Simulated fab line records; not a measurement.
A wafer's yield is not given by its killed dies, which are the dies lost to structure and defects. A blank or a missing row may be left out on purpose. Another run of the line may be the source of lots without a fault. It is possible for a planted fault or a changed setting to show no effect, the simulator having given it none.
A struck lot beside a sound one | flow sky130 | 15 out of 708 route steps
Sound: the wafers L568.4, L568.5, L568.6. The struck wafers were L567.3, L567.5, L567.6. The cause is given at the end.
Per side, at each step with rows, come the tool, then ch with its chambers, and then its first start. Under that, the readings that differ: sound wafers | struck wafers | difference of the means | sigmas: that difference in standard deviations of wafers without a fault.
alike: readings with means less than 2 such deviations apart, plus words and numbers identical on both sides. not compared: withheld readings, readings lacking a value on some wafer, bounds such as >300 that could conceal the same value, and numbers that have no deviation in the record and whose values overlap.
A row with sigmas, a row that says differs or no value, or rows on one side alone: a step with any of these is where the two part. Numbers that have no deviation but don't overlap get no sigmas and don't part them. Lack of a reading on every wafer of one side parts them only where that side has two or more wafers.

first, 2 steps without rows for these wafers: SKY_POLY_GATE_CLEAN_19 (cleans in SC1/SC2, time 150 s); SKY_POLY_GATE_OXIDATION_20 (stabilise 600 s, purge 300 s, target thk 4 nm).
SKY_POLY_GATE_THK_MEAS_21:
  sound: filmMetro-04 at day 21 23:59; struck: filmMetro-04 at day 21 13:32
  alike: POLY_GATE_OXIDATION_THK
SKY_POLY_GATE_CD_MEAS_22:
  sound: cdSem-02 at day 22 00:06; struck: cdSem-01 at day 21 13:38
  alike: cdNm
then, 7 steps without rows for these wafers: SKY_LDD_N_DEHYDRATE_00 (time 60 s); SKY_LDD_N_HMDS_01 (prime time 60 s); SKY_LDD_N_COAT_02 (resist thk 300 nm); SKY_LDD_N_SOFTBAKE_03 (time 60 s); SKY_LDD_N_EXPOSE_04 (exposes mask NTM, target cd 840 nm); SKY_LDD_N_PEB_05; SKY_LDD_N_DEVELOP_06 (develop time 60 s).
SKY_LDD_N_OVL_MEAS_07:
  sound: overlay-02 at day 23 05:56; struck: overlay-01 at day 22 20:41
  alike: LDD_N_OVL
SKY_LDD_N_IMPLANT_08:
  sound on implanter-01 ch 0, day 23 06:02; struck on implanter-04 ch 0, day 22 20:45
reading               | sound                | struck               | difference | sigmas
rotationDeg (degrees) | 22.999 22.999 23.030 | 194.05 194.00 194.00 | +171.01    | +99 or more
next, for these wafers, 1 step has no rows: SKY_LDD_N_IMPLANT_09.
-- the record jumps here: 27 days lie between the struck wafers' starts before and after (it left off in module LDD_N and takes up again in module PAD_OPEN, whose first step shown is number 708 of the route) --
SKY_PAD_OPEN_PROBE_99:
  sound: prober-01 at day 49 23:25; struck: prober-02 at day 49 15:07
reading                              | sound                | struck               | difference | sigmas
killed_at_M0_to_M3                   | 39 26 29             | 63 50 50             | +23        | +3
killedAtOther                        | 1 1 2                | 0 0 1                | -1         | -2
killedDies                           | 86 81 67             | 109 99 94            | +23        | +2
killedOpen                           | 48 37 39             | 58 60 59             | +18        | +3
model.etest.nfet_01v8.rOnOhmUm       | 838.8 825.8 845.3    | 881.3 862.5 850.7    | +28.2      | 
model.etest.nfet_01v8_lvt.driveUaUm  | 566.9 580.8 562.7    | 539.5 549 552.1      | -23.3      | 
model.etest.nfet_01v8.driveUaUm      | 496.3 509.5 490.8    | 473.5 483.2 487.5    | -17.5      | 
model.etest.nfet_01v8_lvt.vtSatV (V) | 0.54 0.5308 0.5415   | 0.5843 0.5778 0.5783 | +0.0427    | 
model.etest.nfet_01v8.vtSatV (V)     | 0.6533 0.6432 0.6527 | 0.6884 0.6772 0.6797 | +0.0320    | 
  alike: killed_at_M4_up, killedAtContacts, killedAtFrontEnd, killedOnRim, killedShort

== WHERE THEY PART ==
Last at SKY_PAD_OPEN_PROBE_99 as far as this record goes, first at SKY_LDD_N_IMPLANT_08.

WHY: what the simulator had put in
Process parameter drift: implanter-04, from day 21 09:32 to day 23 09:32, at SKY_LDD_N_IMPLANT_08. The setting rotationDeg was moved by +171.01, starting from 23. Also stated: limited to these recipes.
